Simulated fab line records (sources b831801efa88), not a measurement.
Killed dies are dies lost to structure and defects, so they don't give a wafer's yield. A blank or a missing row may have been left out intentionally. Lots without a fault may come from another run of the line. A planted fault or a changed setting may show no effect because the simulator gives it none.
Comparing a struck lot with a sound one -- flow gf180mcu -- 44 steps out of a route of 602
Sound: these wafers, L406.1, L406.2, L406.4. Struck: wafers L413.1, L413.4, L413.6. Last of all comes the cause.
For every step that has rows: the tool of each side, followed by ch and its chambers, followed by its first start. Under that, the readings that differ: sound wafers -- struck wafers -- difference of the means -- sigmas: that difference in standard deviations of wafers without a fault.
alike: same words and numbers on both sides, and readings whose means sit less than 2 such deviations apart. not compared: any withheld reading, any reading some wafer has no value for, any bound like >300 that may hide the same value, and any number with overlapping values for which the record gives no deviation.
Wherever a step has rows on one side only, a row that says differs or no value, or a row with sigmas, the two part there. When numbers do not overlap yet have no deviation, they are printed without sigmas and do not part them. Lack of a reading on every wafer of one side parts them only where that side has two or more wafers.

first, 4 steps without rows for these wafers: GF_CONTACT_CLEAN_20 (cleans in DIW); GF_CONTACT_CLEAN_21 (cleans in dHF, time 20 s); GF_CONTACT_SPUTTER_22 (material Ti, target thk 15 nm, time 80.02 s); GF_CONTACT_SPUTTER_23 (material TiN, target thk 10 nm, time 40 s).
GF_CONTACT_CVD_24: deposits W, target thk 300 nm, time 90.339 s.
  sound on cvd_w-02 ch 0,1, day 17 09:01; struck on cvd_w-01 ch 0,1, day 20 04:41
  alike: heater_power_w
GF_CONTACT_RS_MEAS_25: measures by four-point-probe.
  struck on film_metro-01, day 20 04:47; sound on film_metro-02, day 17 09:07
reading,sound,struck,difference,sigmas
CONTACT_W_RS (ohm/sq),0.369 0.382 0.367,0.380 0.389 0.385,+0.012,+2
GF_CONTACT_THK_MEAS_26: measures by xrf.
  struck on film_metro-01, day 20 04:55; sound on film_metro-02, day 17 09:14
  alike: CONTACT_W_THK
then, 1 step without rows for these wafers: GF_CONTACT_CMP_27 (polishes, stops on SiO2, t overpolish 15 s, target thk 0 nm).
GF_M1_SPUTTER_00: material Ti, target thk 37.5 nm, time 150 s.
  struck on pvd_sputter-04, day 20 05:16; sound on pvd_sputter-01, day 17 09:35
  alike: chamber_pressure_pa, throttle_valve_pct
then, 1 step without rows for these wafers: GF_M1_SPUTTER_01 (material TiN, target thk 30 nm, time 25 s).
GF_M1_SPUTTER_02: material AlCu, target thk 450 nm, time 23.9 s.
  struck on pvd_sputter-04, day 20 05:24; sound on pvd_sputter-01, day 17 09:43
reading,sound,struck,difference,sigmas
chamber_pressure_pa (Pa),0.3992 0.3981 0.3987,0.4004 0.4003 0.4009,+0.0019,+2
  alike: throttle_valve_pct
then, 1 step without rows for these wafers: GF_M1_SPUTTER_03 (material Ti, target thk 10 nm, time 6.7 s).
GF_M1_SPUTTER_04: material TiN, target thk 50 nm, time 41.7 s.
  struck on pvd_sputter-04, day 20 05:27; sound on pvd_sputter-01, day 17 09:46
reading,sound,struck,difference,sigmas
chamber_pressure_pa (Pa),0.3998 0.3994 0.4010,0.3334 0.3349 0.3355,-0.0655,-80
throttle_valve_pct (%),29.0 31.8 29.6,32.9 32.7 33.9,+3.0,+3
model.TiN_of_M1_SPUTTER_04.thk_nm (nm),50.66 50.89 50.45,52.62 52.25 51.69,+1.52,
GF_M1_RS_MEAS_05: measures by four-point-probe.
  struck on film_metro-03, day 20 05:29; sound on film_metro-03, day 17 09:49
  alike: M1_ALCU_RS
GF_M1_THK_MEAS_06: measures by xrf.
  struck on film_metro-03, day 20 05:37; sound on film_metro-03, day 17 09:56
  alike: M1_ALCU_THK
then, 7 steps without rows for these wafers: GF_M1_DEHYDRATE_07 (time 60 s); GF_M1_HMDS_08 (prime time 60 s); GF_M1_COAT_09 (resist thk 1000 nm); GF_M1_SOFTBAKE_10 (time 60 s); GF_M1_EXPOSE_11 (exposes mask Metal1, target cd 230 nm); GF_M1_PEB_12 (peb time 90 s); GF_M1_DEVELOP_13 (develop time 60 s).
GF_M1_CD_MEAS_14: the cd target is 230 nm.
  struck on cd_sem-01, day 21 05:34; sound on cd_sem-01, day 18 09:55
  alike: cd_nm
GF_M1_OVL_MEAS_15:
  struck on overlay-01, day 21 05:41; sound on overlay-02, day 18 10:02
  alike: M1_OVL
then, 1 step without rows for these wafers: GF_M1_METAL_ETCH_16 (etches the open film in Cl2/BCl3, stops on SiO2, target depth 750.8 nm, time 125.1 s).
GF_M1_STRIP_17: strips in O2/N2.
  sound on plasma_asher-04 ch 0,1, day 18 10:15; struck on plasma_asher-03 ch 0,1, day 21 05:59
  alike: chamber_pressure_mTorr, drypump_motor_current_A, heater_power_w, o2_flow_sccm, oes_product_au, strip_time_to_endpoint_s
  not compared: rf_hours_counter_h
then, 3 steps without rows for these wafers: GF_M1_STRIP_18 (strips in post etch residue remover, time 1200 s); GF_M1_CLEAN_19 (cleans in DIW); GF_V1_CVD_00 (deposits SiO2, target thk 600 nm, time 100 s).
GF_V1_THK_MEAS_01:
  struck on film_metro-01, day 21 06:35; sound on film_metro-03, day 18 10:51
  alike: V1_CVD_00_THK
then, 1 step without rows for these wafers: GF_V1_CVD_02 (deposits SiO2 from TEOS, target thk 850 nm, time 94.851 s).
GF_V1_THK_MEAS_03:
  struck on film_metro-02, day 21 06:43; sound on film_metro-01, day 18 10:59
  alike: V1_CVD_02_THK
GF_V1_CMP_04: polishes SiO2.
  sound on cmp-02 ch 0,1,3, day 18 11:05; struck on cmp-01 ch 1,3, day 21 06:50
  alike: motor_current_A, time_to_endpoint_s
GF_V1_BOW_MEAS_05:
  struck on film_metro-01, day 21 07:05; sound on film_metro-03, day 18 11:20
  alike: V1_BOW
then, 8 steps without rows for these wafers: GF_V1_DEHYDRATE_06 (time 60 s); GF_V1_HMDS_07 (prime time 60 s); GF_V1_COAT_08; GF_V1_COAT_09 (resist thk 1000 nm); GF_V1_SOFTBAKE_10 (time 60 s); GF_V1_EXPOSE_11 (exposes mask Via1, target cd 260 nm); GF_V1_PEB_12 (peb time 90 s); GF_V1_DEVELOP_13 (develop time 60 s).
GF_V1_STRIP_19: strips in post etch residue remover, time 1200 s.
  sound on wet_bench-03 ch 3, day 19 11:22; struck on wet_bench-04 ch 0, day 22 07:01
reading,sound,struck,difference,sigmas
model.TiN_of_M1_SPUTTER_04.thk_nm (nm),49.82 50.05 49.61,51.77 51.41 50.85,+1.52,
-- the record jumps here: 10 days lie between the struck wafers' starts before and after (it left off in module V1 and takes up again in module PASSIVATION, whose first step shown is number 602 of the route) --
GF_PASSIVATION_PROBE_99:
  record: rows for the struck wafers here (prober-02, day 32 04:18), none for the sound ones

WHERE THEY PART
First at GF_CONTACT_RS_MEAS_25; last, within this record, at GF_PASSIVATION_PROBE_99.

WHY: what had been put in by the simulator
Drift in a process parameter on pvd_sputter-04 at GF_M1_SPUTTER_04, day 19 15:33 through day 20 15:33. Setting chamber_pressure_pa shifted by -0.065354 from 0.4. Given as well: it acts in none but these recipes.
